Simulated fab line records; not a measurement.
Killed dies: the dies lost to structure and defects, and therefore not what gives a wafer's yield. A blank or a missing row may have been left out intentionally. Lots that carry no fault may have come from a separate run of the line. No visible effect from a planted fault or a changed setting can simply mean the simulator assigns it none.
Struck lot and sound lot, side by side | flow sky130 | 17 out of 708 route steps
Sound: the wafers L618.1, L618.2, L618.6. Struck: wafer L607.2; the same lot's L607.5 was not struck, so it is left out; see the end for the cause.
Order at every step that has rows: each side's tool, ch and its chambers, its first start. Under that, the readings that differ: sound wafers | struck wafers | difference of the means | sigmas: that difference in standard deviations of wafers without a fault.
alike: same words and numbers on both sides, and readings whose means sit less than 2 such deviations apart. not compared: any withheld reading, any reading some wafer has no value for, any bound like >300 that may hide the same value, and any number with overlapping values for which the record gives no deviation.
Wherever a step has rows on one side only, a row that says differs or no value, or a row with sigmas, the two part there. When numbers do not overlap yet have no deviation, they are printed without sigmas and do not part them. A reading missing from all wafers of one side parts the sides only when that side holds two or more wafers.

SKY_LOCAL_INTERCONNECT_RS_MEAS_01: measurement is done with a four-point probe.
  sound on filmMetro-03 at day 36 01:17; struck on filmMetro-02 at day 31 18:56
  alike: LOCAL_INTERCONNECT_TIN_RS
SKY_LOCAL_INTERCONNECT_THK_MEAS_02: measures by xrf.
  sound on filmMetro-03 at day 36 01:24; struck on filmMetro-02 at day 31 19:02
  alike: LOCAL_INTERCONNECT_TIN_THK
then, 8 steps without rows for these wafers: SKY_LOCAL_INTERCONNECT_DEHYDRATE_03 (time 60 s); SKY_LOCAL_INTERCONNECT_HMDS_04 (prime time 60 s); SKY_LOCAL_INTERCONNECT_COAT_05 (resist thk 60 nm); SKY_LOCAL_INTERCONNECT_COAT_06 (resist thk 450 nm); SKY_LOCAL_INTERCONNECT_SOFTBAKE_07 (time 90 s); SKY_LOCAL_INTERCONNECT_EXPOSE_08 (exposes mask LI1M, target cd 170 nm); SKY_LOCAL_INTERCONNECT_PEB_09; SKY_LOCAL_INTERCONNECT_DEVELOP_10 (develop time 60 s).
SKY_LOCAL_INTERCONNECT_CD_MEAS_11: target cd 170 nm.
  sound on cdSem-02 at day 37 02:47; struck on cdSem-01 at day 32 21:59
  alike: cdNm
SKY_LOCAL_INTERCONNECT_OVL_MEAS_12:
  sound on overlay-02 at day 37 02:55; struck on overlay-02 at day 32 22:06
  alike: LOCAL_INTERCONNECT_OVL
SKY_LOCAL_INTERCONNECT_ETCH_13: etches BARC in N2/H2, stops on SiO2, time 45.9 s, target depth 60 nm.
  sound on rieMetal-04 ch 0,1, day 37 02:57; struck on rieMetal-01 ch 0, day 32 22:08
reading                                                  | sound             | struck | difference | sigmas
oesProductAu (a.u.)                                      | 0.845 0.851 0.861 | 0.826  | -0.026     | -6
model.KrF-thick_of_LOCAL_INTERCONNECT_COAT_06.thkNm (nm) | 396.1 394.5 394.8 | 405.7  | +10.6      | 
model.etch.depthNm (nm)                                  | 59.71 59.85 59.99 | 56.15  | -3.70      | 
  alike: drypumpMotorCurrentA, throttleValvePct
  not compared: rfHoursCounterH
SKY_LOCAL_INTERCONNECT_METAL_ETCH_14: etches TiN in Cl2/BCl3, stops on PSG, target depth 110 nm, time 31.4 s.
  sound on rieMetal-04 ch 0,1, day 37 03:01; struck on rieMetal-01 ch 0, day 32 22:11
reading                                                  | sound                | struck | difference | sigmas
oesProductAu (a.u.)                                      | 0.935 0.928 0.951    | 0.903  | -0.035     | -4
throttleValvePct (%)                                     | 21.914 21.896 21.891 | 21.934 | +0.034     | +3
model.KrF-thick_of_LOCAL_INTERCONNECT_COAT_06.thkNm (nm) | 353 351.1 351.7      | 360.9  | +9.0       | 
  alike: drypumpMotorCurrentA
  not compared: rfHoursCounterH
SKY_LOCAL_INTERCONNECT_STRIP_15: strips in O2/N2.
  sound on plasmaAsher-02 ch 0,1, day 37 03:04; struck on plasmaAsher-02 ch 0, day 32 22:15
reading                  | sound             | struck | difference | sigmas
stripTimeToEndpointS (s) | 4.773 4.754 4.737 | 4.849  | +0.094     | +3
  alike: drypumpMotorCurrentA, oesProductAu
  not compared: rfHoursCounterH
then, 1 step without rows for these wafers: SKY_LOCAL_INTERCONNECT_STRIP_16 (strips in post etch residue remover, time 1200 s).
-- record jumps: 15 days separate the struck wafers' starts on either side; left off in module LOCAL_INTERCONNECT, taken up again in module PAD_OPEN, whose first shown step is the route's number 708 --
SKY_PAD_OPEN_PROBE_99:
  sound on prober-02 at day 50 11:55; struck on prober-02 at day 47 15:34
  alike: killed_at_M0_to_M3, killed_at_M4_up, killedAtContacts, killedAtFrontEnd, killedAtOther, killedDies, killedOpen, killedShort

== WHERE THEY PART ==
Last at SKY_LOCAL_INTERCONNECT_STRIP_15 as far as this record goes, first at SKY_LOCAL_INTERCONNECT_ETCH_13. Later steps at which nothing parts them and some readings are alike: SKY_PAD_OPEN_PROBE_99.

WHY: whatever the simulator had introduced
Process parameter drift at SKY_LOCAL_INTERCONNECT_ETCH_13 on rieMetal-01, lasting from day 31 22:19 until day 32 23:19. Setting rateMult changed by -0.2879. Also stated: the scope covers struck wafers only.
